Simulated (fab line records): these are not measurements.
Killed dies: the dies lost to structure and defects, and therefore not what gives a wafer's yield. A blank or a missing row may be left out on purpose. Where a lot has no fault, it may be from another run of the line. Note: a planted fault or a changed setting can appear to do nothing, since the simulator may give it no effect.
A lot that was struck, set against a sound lot | flow sky130 | 43 out of 708 route steps
Sound: wafers L889.1, L889.4, L889.5. Struck: wafer L896.3. (L896.2, L896.4 of the same lot were not struck and are left out.) The cause comes at the end.
Per side, at each step with rows, come the tool, then ch with its chambers, and then its first start. Under that, the readings that differ: sound wafers | struck wafers | difference of the means | sigmas: that difference in standard deviations of wafers without a fault.
alike: readings whose means differ by less than 2 such deviations, and words and numbers that are the same on both sides. not compared: withheld readings, readings that some wafer has no value for, bounds like >300 that may hide the same value, and numbers for which the record gives no deviation and whose values overlap.
The two part at a step that has a row with sigmas, a row that says differs or no value, or rows on one side only. Non-overlapping numbers with no deviation appear without sigmas and do not part them. A reading that every wafer of one side lacks parts them only if that side has two wafers or more.

first, 7 steps without rows for these wafers: SKY_METAL1_HMDS_08 (prime time 60 s); SKY_METAL1_COAT_09 (resist thk 60 nm); SKY_METAL1_COAT_10 (resist thk 450 nm); SKY_METAL1_SOFTBAKE_11 (time 90 s); SKY_METAL1_EXPOSE_12 (exposes mask MM1, target cd 140 nm); SKY_METAL1_PEB_13; SKY_METAL1_DEVELOP_14 (develop time 60 s).
SKY_METAL1_CD_MEAS_15 targets a cd of 140 nm.
  sound: cd sem-01 at day 35 11:07; struck: cd sem-01 at day 38 05:22
  alike: cd nm
SKY_METAL1_OVL_MEAS_16:
  sound: overlay-01 at day 35 11:14; struck: overlay-02 at day 38 05:29
  alike: METAL1_OVL
then, 1 step without rows for these wafers: SKY_METAL1_DESCUM_17 (chemistry O2, time 8 s).
SKY_METAL1_ETCH_18: etches BARC in N2/H2, stops on SiO2, time 45.9 s, target depth 60 nm.
  sound on rie metal-02 ch 0, day 35 11:20; struck on rie metal-03 ch 1, day 38 05:35
  reading                     | sound       | struck | difference | sigmas
  drypump motor current A (A) | 5.7 5.6 5.6 | 6.4    | +0.8       | +2
  alike: he backside leak sccm, oes product au, throttle valve pct
  not compared: rf hours counter h
SKY_METAL1_METAL_ETCH_19: etches the open film in Cl2/BCl3, stops on SiO2, target depth 360 nm, time 78 s.
  sound on rie metal-02 ch 0, day 35 11:28; struck on rie metal-03 ch 1, day 38 05:44
  reading                     | sound       | struck | difference | sigmas
  drypump motor current A (A) | 5.6 5.6 5.6 | 6.4    | +0.8       | +2
  alike: he backside leak sccm, oes product au, throttle valve pct
  not compared: rf hours counter h
SKY_METAL1_STRIP_20: strips in O2/N2.
  sound on plasma asher-03 ch 1, day 35 11:38; struck on plasma asher-01 ch 0, day 38 05:53
  reading                     | sound       | struck | difference | sigmas
  drypump motor current A (A) | 6.5 6.5 6.5 | 5.5    | -1.0       | -2
  alike: oes product au, strip time to endpoint s
  not compared: rf hours counter h
then, 4 steps without rows for these wafers: SKY_METAL1_STRIP_21 (strips in post etch residue remover, time 1200 s); SKY_METAL1_CLEAN_22 (cleans in IPA, time 180 s); SKY_METAL1_CLEAN_23 (cleans in O3/DIW); SKY_VIA1_HDPCVD_00 (deposits SiO2, target thk 1030 nm, time 171.7 s).
SKY_VIA1_THK_MEAS_01:
  sound: film metro-02 at day 35 12:24; struck: film metro-02 at day 38 06:39
  alike: VIA1_HDPCVD_THK
SKY_VIA1_CMP_02: polishes SiO2.
  sound on cmp-02 ch 2,3, day 35 12:28; struck on cmp-01 ch 0, day 38 06:45
  alike: motor current A
SKY_VIA1_BOW_MEAS_03:
  sound: film metro-01 at day 35 12:48; struck: film metro-02 at day 38 07:01
  alike: VIA1_BOW
then, 8 steps without rows for these wafers: SKY_VIA1_DEHYDRATE_04 (time 60 s); SKY_VIA1_HMDS_05 (prime time 60 s); SKY_VIA1_COAT_06 (resist thk 60 nm); SKY_VIA1_COAT_07 (resist thk 450 nm); SKY_VIA1_SOFTBAKE_08 (time 90 s); SKY_VIA1_EXPOSE_09 (exposes mask VIM, target cd 150 nm); SKY_VIA1_PEB_10; SKY_VIA1_DEVELOP_11 (develop time 60 s).
SKY_VIA1_CD_MEAS_12 targets a cd of 150 nm.
  sound: cd sem-01 at day 36 14:38; struck: cd sem-01 at day 39 07:03
  alike: cd nm
SKY_VIA1_OVL_MEAS_13:
  sound: overlay-02 at day 36 14:46; struck: overlay-01 at day 39 07:09
  alike: VIA1_OVL
then, 6 steps without rows for these wafers: SKY_VIA1_ETCH_14 (etches BARC in N2/H2, stops on SiO2, time 45.9 s, target depth 60 nm); SKY_VIA1_ETCH_15 (etches SiO2 in C4F8/O2/Ar, stops on TiN, target depth 351 nm, time 54 s); SKY_VIA1_STRIP_16 (strips in O2/N2); SKY_VIA1_STRIP_17 (strips in post etch residue remover, time 1200 s); SKY_VIA1_CLEAN_18 (cleans in IPA, time 180 s); SKY_VIA1_CLEAN_19 (cleans in O3/DIW).
SKY_VIA1_SPUTTER_20: material TiN, target thk 20 nm, time 80 s.
  sound: pvd sputter-04 at day 36 15:28; struck: pvd sputter-02 at day 39 07:52
  alike: throttle valve pct
then, 1 step without rows for these wafers: SKY_VIA1_CVD_21 (deposits W, target thk 270 nm, time 80.902 s).
SKY_VIA1_RS_MEAS_22: a four-point-probe measurement.
  sound: film metro-01 at day 36 15:38; struck: film metro-01 at day 39 08:08
  reading            | sound             | struck | difference | sigmas
  VIA1_W_RS (ohm/sq) | 0.419 0.422 0.428 | 0.435  | +0.012     | +2
SKY_VIA1_THK_MEAS_23: measures by xrf.
  sound: film metro-01 at day 36 15:45; struck: film metro-01 at day 39 08:14
  alike: VIA1_W_THK
then, 1 step without rows for these wafers: SKY_VIA1_CMP_24 (polishes, stops on SiO2, t overpolish 15 s, target thk 0 nm).
SKY_METAL2_SPUTTER_00: material Ti, target thk 15 nm, time 10 s.
  sound: pvd sputter-02 at day 36 16:07; struck: pvd sputter-01 at day 39 08:35
  alike: throttle valve pct
-- the record jumps here: 10 days lie between the struck wafers' starts before and after (it left off in module METAL2 and takes up again in module PAD_OPEN, whose first step shown is number 708 of the route) --
SKY_PAD_OPEN_PROBE_99:
  sound: prober-02 at day 47 19:19; struck: prober-01 at day 49 15:58
  reading                               | sound              | struck | difference | sigmas
  defect limited yield (%)              | 82.5 81.5 81.5     | 68.1   | -13.7      | -8
  killed_at_M0_to_M3                    | 33 42 43           | 109    | +70        | +12
  killed_at_M4_up                       | 5 6 4              | 0      | -5         | -3
  killed dies                           | 86 91 91           | 157    | +68        | +8
  sort_bin_3_pad_short (%)              | 0.8 1.0 0.4        | 4.9    | +4.2       | +9
  sort_bin_5_function (%)               | 8.1 10.4 12.6      | 19.1   | +8.7       | +6
  sort n pass                           | 406 401 401        | 335    | -68        | -8
  sort yield pct (%)                    | 82.5 81.5 81.5     | 68.1   | -13.7      | -8
  model.etest.tester.sort n pass        | 406 401 401        | 335    | -68        |
  model.etest.tester.sort yield pct (%) | 82.52 81.5 81.5    | 68.09  | -13.75     |
  model.etest.tester.sort_bin_5_pct (%) | 8.13 10.37 12.6    | 19.11  | +8.74      |
  model.etest.tester.sort_bin_3_pct (%) | 0.813 1.016 0.4065 | 4.878  | +4.133     |
  alike: killed at contacts, killed at front end, killed at other, killed on rim, killed open, killed short, sort_bin_6_memory

## WHERE THEY PART
Last at SKY_PAD_OPEN_PROBE_99 as far as this record goes, first at SKY_METAL1_ETCH_18.

WHY: what the simulator had put in
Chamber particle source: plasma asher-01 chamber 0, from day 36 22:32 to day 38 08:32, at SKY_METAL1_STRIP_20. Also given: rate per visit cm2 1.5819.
